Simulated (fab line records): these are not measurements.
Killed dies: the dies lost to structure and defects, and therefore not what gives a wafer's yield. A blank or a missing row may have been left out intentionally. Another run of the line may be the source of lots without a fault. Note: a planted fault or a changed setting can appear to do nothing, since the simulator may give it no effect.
fab line records + flow sky130
record:
- lots: 13
- wafers: 39
- last_day: 50
route steps=708 shown METAL3@533 VIA3@587
lots with no fault: from the same line, run without faults
start_h: the number of hours between the record's first day and the start of the first shown wafer of the lot + wait_h: how many hours have passed since the lot's step before this one + " the same as in the row above + L1.1+2: one row covering several wafers at once + - value missing, or start not given + * or withheld: withheld + < > ~ a bound
route shown NAME@n: NAME is a module with steps in the file, n the number in the route of the first one + usual: mean and standard deviation over wafers with no fault + same: alike in all rows + chamber/n: place in a boat + sites: per-site readings + _std_site: standard deviation of those values + _edge_site: the outer-site mean with the inner-site mean subtracted + radius_mm: for every site, how far away it sits from the centre of the wafer + mask NAME#n: copy n + behind: the last tool/chamber to shape the wafer + hold: cause of the lot's hold/its duration in hours/its outcome + device: the n, p or np transistor that did not switch + end of line: tests run on the same wafers once the route is complete + for a step that has no rows: nothing shown but its recipe + killed: dies that structure and defects cost at the first sort, which is not the same as the wafer's yield + map: a wafer's dies, x killed, . not, _ none there
set.NAME: the setting the step ran with; set.NAME@STEP: the setting that earlier step ran with + model.NAME: the simulator's own value behind a step, which no gauge read
steps of the route over a sample of lots; a table a step, a row a wafer
services: when a tool's chamber went out of use (start_h, in hours from the record's first day, below 0 if earlier), for how many hours, and the reason
== steps ==
step: SKY_METAL3_SPUTTER_01
recipe:
- material: TiN
- target_thk_nm: 20
- power_w: 6500
- time_s: 16.7
- chamber_pressure_pa: 0.4
usual:
- throttle_valve_pct: 29.9/1.1
| lot.wafer | tool           | chamber | start_h | wait_h | throttle_valve_pct |
|-----------|----------------|---------|---------|--------|--------------------|
| L328.1    | pvd_sputter-04 | -       | 860.66  | 0.0    | 31.7               |
| L328.3    | "              | -       | "       | "      | 29.2               |
| L328.6    | "              | -       | "       | "      | 29.1               |
| L329.2    | pvd_sputter-01 | -       | 861.89  | 0.0    | 31.5               |
| L329.5    | "              | -       | "       | "      | 28.1               |
| L329.6    | "              | -       | "       | "      | 31.5               |
| L330.2    | pvd_sputter-02 | -       | 874.10  | 0.0    | 31.4               |
| L330.3    | "              | -       | "       | "      | 29.0               |
| L330.4    | "              | -       | "       | "      | 30.1               |
| L331.3    | pvd_sputter-04 | -       | 877.37  | 0.0    | 31.9               |
| L331.5    | "              | -       | "       | "      | 29.9               |
| L331.6    | "              | -       | "       | "      | 32.0               |
| L332.2    | pvd_sputter-01 | -       | 885.27  | 0.0    | 28.0               |
| L332.3    | "              | -       | "       | "      | 31.6               |
| L332.6    | "              | -       | "       | "      | 29.4               |
| L333.1    | pvd_sputter-01 | -       | 894.36  | 0.0    | 29.4               |
| L333.3    | "              | -       | "       | "      | 31.4               |
| L333.5    | "              | -       | "       | "      | 28.3               |
| L334.3    | pvd_sputter-02 | -       | 911.80  | 0.0    | 29.0               |
| L334.4    | "              | -       | "       | "      | 31.3               |
| L334.5    | "              | -       | "       | "      | 29.1               |
| L335.2    | pvd_sputter-02 | -       | 915.14  | 0.0    | 28.8               |
| L335.4    | "              | -       | "       | "      | 29.1               |
| L335.5    | "              | -       | "       | "      | 31.4               |
| L343.1    | pvd_sputter-02 | -       | 972.50  | 0.0    | 29.9               |
| L343.2    | "              | -       | "       | "      | 29.5               |
| L343.5    | "              | -       | "       | "      | 28.9               |
| L344.1    | pvd_sputter-04 | -       | 977.99  | 0.0    | 29.3               |
| L344.4    | "              | -       | "       | "      | 29.4               |
| L344.5    | "              | -       | "       | "      | 30.3               |
| L347.3    | pvd_sputter-04 | -       | 995.15  | 0.0    | 31.8               |
| L347.4    | "              | -       | "       | "      | 30.3               |
| L347.6    | "              | -       | "       | "      | 31.8               |
| L348.1    | pvd_sputter-02 | -       | 1002.86 | 0.0    | 29.9               |
| L348.2    | "              | -       | "       | "      | 31.5               |
| L348.6    | "              | -       | "       | "      | 29.3               |
| L350.1    | pvd_sputter-01 | -       | 1018.95 | 0.0    | 31.5               |
| L350.4    | "              | -       | "       | "      | 31.4               |
| L350.6    | "              | -       | "       | "      | 29.4               |
step: SKY_METAL3_SPUTTER_03
recipe:
- material: Ti
- target_thk_nm: 5
- power_w: 3000
- time_s: 3.3
- chamber_pressure_pa: 0.4
usual:
- throttle_valve_pct: 29.9/1.1
| lot.wafer | tool           | chamber | start_h | wait_h | throttle_valve_pct |
|-----------|----------------|---------|---------|--------|--------------------|
| L328.1    | pvd_sputter-04 | -       | 860.72  | 0.0    | 31.7               |
| L328.3    | "              | -       | "       | "      | 29.3               |
| L328.6    | "              | -       | "       | "      | 29.3               |
| L329.2    | pvd_sputter-01 | -       | 861.95  | 0.0    | 31.6               |
| L329.5    | "              | -       | "       | "      | 28.3               |
| L329.6    | "              | -       | "       | "      | 31.5               |
| L330.2    | pvd_sputter-02 | -       | 874.17  | 0.0    | 31.4               |
| L330.3    | "              | -       | "       | "      | 28.9               |
| L330.4    | "              | -       | "       | "      | 29.7               |
| L331.3    | pvd_sputter-04 | -       | 877.43  | 0.0    | 31.7               |
| L331.5    | "              | -       | "       | "      | 29.9               |
| L331.6    | "              | -       | "       | "      | 31.8               |
| L332.2    | pvd_sputter-01 | -       | 885.34  | 0.0    | 28.0               |
| L332.3    | "              | -       | "       | "      | 31.5               |
| L332.6    | "              | -       | "       | "      | 29.4               |
| L333.1    | pvd_sputter-01 | -       | 894.42  | 0.0    | 29.3               |
| L333.3    | "              | -       | "       | "      | 31.5               |
| L333.5    | "              | -       | "       | "      | 27.9               |
| L334.3    | pvd_sputter-02 | -       | 911.86  | 0.0    | 29.0               |
| L334.4    | "              | -       | "       | "      | 31.4               |
| L334.5    | "              | -       | "       | "      | 28.9               |
| L335.2    | pvd_sputter-02 | -       | 915.20  | 0.0    | 29.0               |
| L335.4    | "              | -       | "       | "      | 28.9               |
| L335.5    | "              | -       | "       | "      | 31.1               |
| L343.1    | pvd_sputter-02 | -       | 972.56  | 0.0    | 29.6               |
| L343.2    | "              | -       | "       | "      | 29.4               |
| L343.5    | "              | -       | "       | "      | 28.9               |
| L344.1    | pvd_sputter-04 | -       | 978.05  | 0.0    | 29.4               |
| L344.4    | "              | -       | "       | "      | 28.9               |
| L344.5    | "              | -       | "       | "      | 30.3               |
| L347.3    | pvd_sputter-04 | -       | 995.23  | 0.0    | 31.7               |
| L347.4    | "              | -       | "       | "      | 30.3               |
| L347.6    | "              | -       | "       | "      | 31.9               |
| L348.1    | pvd_sputter-02 | -       | 1002.92 | 0.0    | 30.1               |
| L348.2    | "              | -       | "       | "      | 31.4               |
| L348.6    | "              | -       | "       | "      | 29.6               |
| L350.1    | pvd_sputter-01 | -       | 1019.01 | 0.0    | 31.4               |
| L350.4    | "              | -       | "       | "      | 31.3               |
| L350.6    | "              | -       | "       | "      | 29.1               |
step: SKY_METAL3_DESCUM_15
recipe:
- chemistry: O2
- source_power_w: 150
- bias_power_w: 0
- pressure_mtorr: 10
- temp_c: 40
- time_s: 8
usual:
- drypump_motor_current_A: 5.9/0.47
- oes_product_au: 0.995/0.012
| lot.wafer | tool         | chamber | start_h | wait_h | drypump_motor_current_A | oes_product_au | rf_hours_counter_h |
|-----------|--------------|---------|---------|--------|-------------------------|----------------|--------------------|
| L328.1    | rie_metal-02 | 0       | 913.27  | 0.0    | 5.4                     | 0.991          | 9                  |
| L328.3    | "            | 1       | "       | "      | 6.2                     | 1.007          | -                  |
| L328.6    | "            | 0       | "       | "      | 5.4                     | 0.988          | -                  |
| L329.2    | rie_metal-01 | 1       | 914.82  | 0.0    | 5.3                     | 0.994          | 13                 |
| L329.5    | "            | 1       | "       | "      | 5.3                     | 0.989          | -                  |
| L329.6    | "            | 0       | "       | "      | 6.6                     | 1.008          | -                  |
| L330.2    | rie_metal-04 | 1       | 926.42  | 0.0    | 5.6                     | 0.989          | 11                 |
| L330.3    | "            | 1       | "       | "      | 5.6                     | 0.978          | -                  |
| L330.4    | "            | 0       | "       | "      | 6.1                     | 0.963          | -                  |
| L331.3    | rie_metal-01 | 1       | 929.39  | 0.0    | 5.3                     | 0.987          | -                  |
| L331.5    | "            | 1       | "       | "      | 5.3                     | 0.983          | -                  |
| L331.6    | "            | 0       | "       | "      | 6.6                     | 1.002          | -                  |
| L332.2    | rie_metal-04 | 1       | 936.27  | 0.0    | 5.6                     | 0.985          | 12                 |
| L332.3    | "            | 0       | "       | "      | 6.1                     | 0.974          | -                  |
| L332.6    | "            | 1       | "       | "      | 5.6                     | 0.988          | -                  |
| L333.1    | rie_metal-02 | 0       | 946.37  | 0.0    | 5.4                     | 1.001          | 10                 |
| L333.3    | "            | 0       | "       | "      | 5.4                     | 0.998          | -                  |
| L333.5    | "            | 1       | "       | "      | 6.1                     | 0.999          | -                  |
| L334.3    | rie_metal-01 | 1       | 962.28  | 0.0    | 5.4                     | 0.992          | -                  |
| L334.4    | "            | 0       | "       | "      | 6.5                     | 1.015          | -                  |
| L334.5    | "            | 0       | "       | "      | 6.6                     | 1.007          | -                  |
| L335.2    | rie_metal-04 | 1       | 966.02  | 0.0    | 5.6                     | 0.996          | 13                 |
| L335.4    | "            | 0       | "       | "      | 6.1                     | 0.978          | -                  |
| L335.5    | "            | 1       | "       | "      | 5.6                     | 1.003          | -                  |
| L343.1    | rie_metal-01 | 1       | 1019.93 | 0.0    | 5.4                     | 0.984          | 20                 |
| L343.2    | "            | 0       | "       | "      | 6.6                     | 1.012          | 11                 |
| L343.5    | "            | 1       | "       | "      | 5.4                     | 0.990          | -                  |
| L344.1    | rie_metal-01 | 0       | 1026.27 | 0.0    | 6.6                     | 1.020          | 11                 |
| L344.4    | "            | 0       | "       | "      | 6.6                     | 1.011          | -                  |
| L344.5    | "            | 1       | "       | "      | 5.3                     | 0.982          | -                  |
| L347.3    | rie_metal-04 | 1       | 1042.28 | 0.0    | 5.6                     | 0.982          | -                  |
| L347.4    | "            | 0       | "       | "      | 6.1                     | 0.990          | -                  |
| L347.6    | "            | 1       | "       | "      | 5.6                     | 0.986          | -                  |
| L348.1    | rie_metal-04 | 1       | 1046.87 | 0.0    | 5.6                     | 0.991          | 18                 |
| L348.2    | "            | 0       | "       | "      | 6.1                     | 0.973          | 16                 |
| L348.6    | "            | 0       | "       | "      | 6.1                     | 0.982          | -                  |
| L350.1    | rie_metal-01 | 0       | 1065.29 | 0.0    | 6.6                     | 1.012          | 14                 |
| L350.4    | "            | 1       | "       | "      | 5.3                     | 0.992          | -                  |
| L350.6    | "            | 1       | "       | "      | 5.3                     | 0.990          | -                  |
step: SKY_VIA3_ETCH_14
recipe:
- chemistry: N2/H2
- target: BARC
- ion_energy_ev: 200
- source_w: 500
- bias_w: 101.6
- pressure_mtorr: 30
- n2_flow_sccm: 100
- h2_flow_sccm: 200
- stop_on: SiO2
- time_s: 45.9
- target_depth_a: 600
usual:
- drypump_motor_current_A: 5.6/0.49
- oes_product_au: 0.855/0.0045
- throttle_valve_pct: 13.224/0.0087
| lot.wafer | tool        | chamber | start_h | wait_h | drypump_motor_current_A | oes_product_au | rf_hours_counter_h | throttle_valve_pct |
|-----------|-------------|---------|---------|--------|-------------------------|----------------|--------------------|--------------------|
| L328.1    | rie_diel-02 | 0       | 939.97  | 0.0    | 5.1                     | 0.861          | 6                  | 13.225             |
| L328.3    | "           | 3       | "       | "      | 6.4                     | 0.856          | 2                  | 13.210             |
| L328.6    | "           | 2       | "       | "      | 5.1                     | 0.871          | -                  | 13.224             |
| L329.2    | rie_diel-04 | 0       | 941.51  | 0.0    | 5.7                     | 0.855          | 15                 | 13.215             |
| L329.5    | "           | 2       | "       | "      | 5.7                     | 0.850          | -                  | 13.238             |
| L329.6    | "           | 3       | "       | "      | 5.9                     | 0.852          | -                  | 13.226             |
| L330.2    | rie_diel-04 | 0       | 952.21  | 0.0    | 5.7                     | 0.848          | 15                 | 13.214             |
| L330.3    | "           | 2       | "       | "      | 5.7                     | 0.854          | 9                  | 13.235             |
| L330.4    | "           | 1       | "       | "      | 6.3                     | 0.858          | 14                 | 13.220             |
| L331.3    | rie_diel-02 | 2       | 956.91  | 0.0    | 5.1                     | 0.853          | 11                 | 13.213             |
| L331.5    | "           | 2       | "       | "      | 5.1                     | 0.854          | -                  | 13.216             |
| L331.6    | "           | 1       | "       | "      | 5.6                     | 0.862          | -                  | 13.227             |
| L332.2    | rie_diel-02 | 1       | 962.53  | 0.0    | 5.6                     | 0.849          | 16                 | 13.211             |
| L332.3    | "           | 3       | "       | "      | 6.5                     | 0.863          | 2                  | 13.223             |
| L332.6    | "           | 2       | "       | "      | 5.1                     | 0.848          | -                  | 13.220             |
| L333.1    | rie_diel-03 | 3       | 972.43  | 0.0    | 5.5                     | 0.860          | 9                  | 13.227             |
| L333.3    | "           | 2       | "       | "      | 5.8                     | 0.851          | 0                  | 13.215             |
| L333.5    | "           | 0       | "       | "      | 4.9                     | 0.858          | -                  | 13.220             |
| L334.3    | rie_diel-04 | 3       | 988.27  | 0.0    | 5.9                     | 0.855          | 6                  | 13.222             |
| L334.4    | "           | 3       | "       | "      | 5.9                     | 0.848          | -                  | 13.224             |
| L334.5    | "           | 2       | "       | "      | 5.8                     | 0.856          | -                  | 13.218             |
| L335.2    | rie_diel-03 | 0       | 992.36  | 0.0    | 5.0                     | 0.853          | 24                 | 13.222             |
| L335.4    | "           | 2       | "       | "      | 5.9                     | 0.862          | 1                  | 13.224             |
| L335.5    | "           | 2       | "       | "      | 5.8                     | 0.847          | -                  | 13.236             |
| L343.1    | rie_diel-02 | 3       | 1043.48 | 0.0    | 6.5                     | 0.856          | 5                  | 13.227             |
| L343.2    | "           | 1       | "       | "      | 5.6                     | 0.854          | 19                 | 13.233             |
| L343.5    | "           | 2       | "       | "      | 5.1                     | 0.846          | -                  | 13.241             |
| L344.1    | rie_diel-02 | 0       | 1049.22 | 0.0    | 5.0                     | 0.857          | 10                 | 13.220             |
| L344.4    | "           | 3       | "       | "      | 6.4                     | 0.751          | 5                  | 13.231             |
| L344.5    | "           | 3       | "       | "      | 6.4                     | 0.745          | -                  | 13.217             |
| L347.3    | rie_diel-03 | 3       | 1065.64 | 0.0    | 5.6                     | 0.857          | 12                 | 13.232             |
| L347.4    | "           | 1       | "       | "      | 5.0                     | 0.859          | 20                 | 13.228             |
| L347.6    | "           | 0       | "       | "      | 5.0                     | 0.853          | -                  | 13.219             |
| L348.1    | rie_diel-03 | 0       | 1070.28 | 0.0    | 4.9                     | 0.859          | 26                 | 13.235             |
| L348.2    | "           | 2       | "       | "      | 5.9                     | 0.855          | 4                  | 13.229             |
| L348.6    | "           | 1       | "       | "      | 5.0                     | 0.859          | -                  | 13.218             |
| L350.1    | rie_diel-04 | 3       | 1088.23 | 0.0    | 5.9                     | 0.860          | 10                 | 13.228             |
| L350.4    | "           | 0       | "       | "      | 5.7                     | 0.853          | 19                 | 13.225             |
| L350.6    | "           | 0       | "       | "      | 5.7                     | 0.852          | -                  | 13.227             |
step: SKY_VIA3_ETCH_15
recipe:
- target: SiO2
- chemistry: C4F8/O2/Ar
- target_depth_nm: 507
- stop_on: TiN
- mask_material: KrF-thick
- source_w: 1500
- bias_w: 1200
- pressure_mtorr: 40
- c4f8_flow_sccm: withheld
- O2_flow_sccm: 6
- Ar_flow_sccm: 300
- time_s: 78
usual:
- oes_product_au: 0.946/0.0047
| lot.wafer | tool        | chamber | start_h | wait_h | oes_product_au | rf_hours_counter_h |
|-----------|-------------|---------|---------|--------|----------------|--------------------|
| L328.1    | rie_diel-02 | 0       | 940.01  | 0.0    | 0.945          | 6                  |
| L328.3    | "           | 3       | "       | "      | 0.953          | 2                  |
| L328.6    | "           | 2       | "       | "      | 0.947          | -                  |
| L329.2    | rie_diel-04 | 0       | 941.55  | 0.0    | 0.940          | 15                 |
| L329.5    | "           | 2       | "       | "      | 0.941          | -                  |
| L329.6    | "           | 3       | "       | "      | 0.944          | -                  |
| L330.2    | rie_diel-04 | 0       | 952.25  | 0.0    | 0.935          | 15                 |
| L330.3    | "           | 2       | "       | "      | 0.954          | 9                  |
| L330.4    | "           | 1       | "       | "      | 0.948          | 14                 |
| L331.3    | rie_diel-02 | 2       | 956.95  | 0.0    | 0.946          | 11                 |
| L331.5    | "           | 2       | "       | "      | 0.944          | -                  |
| L331.6    | "           | 1       | "       | "      | 0.953          | -                  |
| L332.2    | rie_diel-02 | 1       | 962.57  | 0.0    | 0.946          | 16                 |
| L332.3    | "           | 3       | "       | "      | 0.952          | 2                  |
| L332.6    | "           | 2       | "       | "      | 0.946          | -                  |
| L333.1    | rie_diel-03 | 3       | 972.47  | 0.0    | 0.945          | 9                  |
| L333.3    | "           | 2       | "       | "      | 0.939          | 0                  |
| L333.5    | "           | 0       | "       | "      | 0.938          | -                  |
| L334.3    | rie_diel-04 | 3       | 988.31  | 0.0    | 0.952          | 6                  |
| L334.4    | "           | 3       | "       | "      | 0.954          | -                  |
| L334.5    | "           | 2       | "       | "      | 0.943          | -                  |
| L335.2    | rie_diel-03 | 0       | 992.40  | 0.0    | 0.951          | 24                 |
| L335.4    | "           | 2       | "       | "      | 0.947          | 1                  |
| L335.5    | "           | 2       | "       | "      | 0.942          | -                  |
| L343.1    | rie_diel-02 | 3       | 1043.52 | 0.0    | 0.949          | 5                  |
| L343.2    | "           | 1       | "       | "      | 0.950          | 19                 |
| L343.5    | "           | 2       | "       | "      | 0.948          | -                  |
| L344.1    | rie_diel-02 | 0       | 1049.26 | 0.0    | 0.939          | 10                 |
| L344.4    | "           | 3       | "       | "      | 0.373          | 5                  |
| L344.5    | "           | 3       | "       | "      | 0.377          | -                  |
| L347.3    | rie_diel-03 | 3       | 1065.68 | 0.0    | 0.948          | 12                 |
| L347.4    | "           | 1       | "       | "      | 0.936          | 20                 |
| L347.6    | "           | 0       | "       | "      | 0.939          | -                  |
| L348.1    | rie_diel-03 | 0       | 1070.32 | 0.0    | 0.950          | 26                 |
| L348.2    | "           | 2       | "       | "      | 0.944          | 4                  |
| L348.6    | "           | 1       | "       | "      | 0.944          | -                  |
| L350.1    | rie_diel-04 | 3       | 1088.27 | 0.0    | 0.949          | 10                 |
| L350.4    | "           | 0       | "       | "      | 0.944          | 19                 |
| L350.6    | "           | 0       | "       | "      | 0.956          | -                  |
step: SKY_VIA3_STRIP_16
recipe:
- chemistry: O2/N2
- power_w: 1400
- pressure_mtorr: 1500
- platen_temp_c: withheld
- o2_flow_sccm: 3000
- n2_flow_sccm: 300
- overash_fraction: 0.5
usual:
- drypump_motor_current_A: 5.91/0.26
- oes_product_au: 0.402/0.005
- strip_time_to_endpoint_s: 4.12/0.034
| lot.wafer | tool            | chamber | start_h | wait_h | drypump_motor_current_A | oes_product_au | rf_hours_counter_h | strip_time_to_endpoint_s |
|-----------|-----------------|---------|---------|--------|-------------------------|----------------|--------------------|--------------------------|
| L328.1    | plasma_asher-03 | 0       | 940.07  | 0.0    | 5.56                    | 0.405          | 109                | 4.09                     |
| L328.3    | "               | 0       | "       | "      | 5.55                    | 0.406          | -                  | 4.09                     |
| L328.6    | "               | 1       | "       | "      | 5.95                    | 0.403          | -                  | 4.14                     |
| L329.2    | plasma_asher-04 | 1       | 941.61  | 0.0    | 6.06                    | 0.407          | 18                 | 4.11                     |
| L329.5    | "               | 1       | "       | "      | 6.04                    | 0.402          | -                  | 4.15                     |
| L329.6    | "               | 0       | "       | "      | 6.09                    | 0.406          | -                  | 4.18                     |
| L330.2    | plasma_asher-03 | 0       | 952.31  | 0.0    | 5.57                    | 0.398          | 111                | 4.08                     |
| L330.3    | "               | 0       | "       | "      | 5.55                    | 0.400          | -                  | 4.10                     |
| L330.4    | "               | 1       | "       | "      | 5.98                    | 0.405          | -                  | 4.14                     |
| L331.3    | plasma_asher-03 | 1       | 957.04  | 0.1    | 5.97                    | 0.406          | -                  | 4.11                     |
| L331.5    | "               | 0       | "       | "      | 5.58                    | 0.396          | -                  | 4.13                     |
| L331.6    | "               | 1       | "       | "      | 5.94                    | 0.405          | -                  | 4.12                     |
| L332.2    | plasma_asher-01 | 0       | 962.63  | 0.0    | 6.26                    | 0.412          | 87                 | 4.12                     |
| L332.3    | "               | 0       | "       | "      | 6.23                    | 0.416          | -                  | 4.12                     |
| L332.6    | "               | 1       | "       | "      | 5.45                    | 0.403          | -                  | 4.12                     |
| L333.1    | plasma_asher-04 | 0       | 972.53  | 0.0    | 6.10                    | 0.397          | 21                 | 4.12                     |
| L333.3    | "               | 0       | "       | "      | 6.10                    | 0.410          | -                  | 4.20                     |
| L333.5    | "               | 1       | "       | "      | 5.98                    | 0.406          | -                  | 4.11                     |
| L334.3    | plasma_asher-03 | 1       | 988.41  | 0.1    | 5.92                    | 0.404          | -                  | 4.14                     |
| L334.4    | "               | 0       | "       | "      | 5.57                    | 0.400          | -                  | 4.16                     |
| L334.5    | "               | 1       | "       | "      | 5.95                    | 0.406          | -                  | 4.08                     |
| L335.2    | plasma_asher-04 | 0       | 992.46  | 0.0    | 6.11                    | 0.400          | 23                 | 4.13                     |
| L335.4    | "               | 0       | "       | "      | 6.11                    | 0.395          | -                  | 4.21                     |
| L335.5    | "               | 1       | "       | "      | 6.03                    | 0.408          | -                  | 4.18                     |
| L343.1    | plasma_asher-01 | 0       | 1043.58 | 0.0    | 6.26                    | 0.402          | 95                 | 4.05                     |
| L343.2    | "               | 1       | "       | "      | 5.42                    | 0.398          | 95                 | 4.08                     |
| L343.5    | "               | 0       | "       | "      | 6.26                    | 0.404          | -                  | 4.10                     |
| L344.1    | plasma_asher-04 | 0       | 1049.32 | 0.0    | 6.11                    | 0.393          | 29                 | 4.06                     |
| L344.4    | "               | 0       | "       | "      | 6.10                    | 0.407          | -                  | 4.25                     |
| L344.5    | "               | 1       | "       | "      | 6.00                    | 0.393          | -                  | 4.25                     |
| L347.3    | plasma_asher-03 | 1       | 1065.78 | 0.1    | 5.96                    | 0.404          | -                  | 4.10                     |
| L347.4    | "               | 0       | "       | "      | 5.56                    | 0.404          | -                  | 4.16                     |
| L347.6    | "               | 1       | "       | "      | 5.99                    | 0.397          | -                  | 4.12                     |
| L348.1    | plasma_asher-01 | 1       | 1070.38 | 0.0    | 5.44                    | 0.395          | 98                 | 4.09                     |
| L348.2    | "               | 0       | "       | "      | 6.27                    | 0.398          | 98                 | 4.13                     |
| L348.6    | "               | 1       | "       | "      | 5.44                    | 0.403          | -                  | 4.18                     |
| L350.1    | plasma_asher-04 | 0       | 1088.33 | 0.0    | 6.13                    | 0.406          | 34                 | 4.14                     |
| L350.4    | "               | 0       | "       | "      | 6.13                    | 0.401          | -                  | 4.12                     |
| L350.6    | "               | 1       | "       | "      | 6.01                    | 0.403          | -                  | 4.13                     |
== services ==
| tool            | chamber | start_h | hours | kind   |
|-----------------|---------|---------|-------|--------|
| rie_diel-02     | 2       | 843.41  | 25.8  | repair |
| rie_diel-02     | 3       | 848.97  | 8.6   | repair |
| pvd_sputter-04  | -       | 850.48  | 5.6   | repair |
| plasma_asher-01 | -       | 853.82  | 1.0   | repair |
| rie_metal-01    | -       | 871.29  | 2.8   | pm     |
| pvd_sputter-01  | -       | 871.98  | 6.8   | repair |
| pvd_sputter-02  | -       | 900.91  | 10.6  | repair |
| rie_metal-04    | -       | 919.00  | 0.5   | repair |
| rie_metal-04    | 0       | 920.10  | 4.3   | repair |
| rie_diel-02     | 1       | 926.81  | 1.6   | repair |
| rie_diel-02     | -       | 959.67  | 1.7   | repair |
| rie_diel-04     | -       | 967.33  | 14.6  | pm     |
| plasma_asher-04 | -       | 973.40  | 1.5   | repair |
| rie_metal-04    | 0       | 978.51  | 1.7   | repair |
| rie_diel-04     | 0       | 984.70  | 15.3  | repair |
| pvd_sputter-01  | -       | 998.05  | 2.1   | repair |
| rie_metal-04    | 0       | 1015.94 | 1.2   | repair |
| rie_diel-03     | -       | 1045.32 | 2.8   | pm     |
| pvd_sputter-04  | -       | 1053.87 | 1.9   | repair |
| plasma_asher-03 | -       | 1055.25 | 9.0   | pm     |
| rie_diel-04     | 0       | 1061.44 | 4.6   | repair |
| pvd_sputter-01  | -       | 1065.34 | 5.4   | repair |
| rie_diel-02     | 2       | 1077.04 | 6.9   | repair |
| rie_metal-01    | 1       | 1085.52 | 7.9   | repair |
== key ==
first_sign:
- step: SKY_VIA3_ETCH_14
- reading: oes_product_au
- direction: down
- sigmas: 24
- usual: 0.855
- struck: 0.748
effect:
- step: SKY_VIA3_ETCH_15
- reading: oes_product_au
- direction: down
- sigmas: 99+
- usual: 0.946
- struck: 0.375
effect:
- step: SKY_VIA3_STRIP_16
- reading: strip_time_to_endpoint_s
- direction: up
- sigmas: 3.6
- usual: *
- struck: *
met_at SKY_VIA3_ETCH_14
struck_lots L344
struck_wafers L344.4,L344.5
later_rows_left_out L344.4,L344.5
sort_left_out L344.4,L344.5
not_acting_at SKY_METAL3_SPUTTER_01,SKY_METAL3_SPUTTER_03,SKY_METAL3_DESCUM_15
onset_between 1043.48 1049.22
fault:
- kind: process_parameter_drift
- tool: rie_diel-02
- chamber: 3
- onset_h: 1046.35
- steps: SKY_VIA3_ETCH_14
- channel: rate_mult
- offset: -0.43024
- shape: step
- end_h: 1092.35
sort_left_out: the simulated sort isn't trusted on such a fault, so these wafers' sort isn't shown, and their yield isn't known
later_rows_left_out: the simulator's readings of these wafers behind a module that went badly wrong aren't trusted and aren't shown, but for the sort
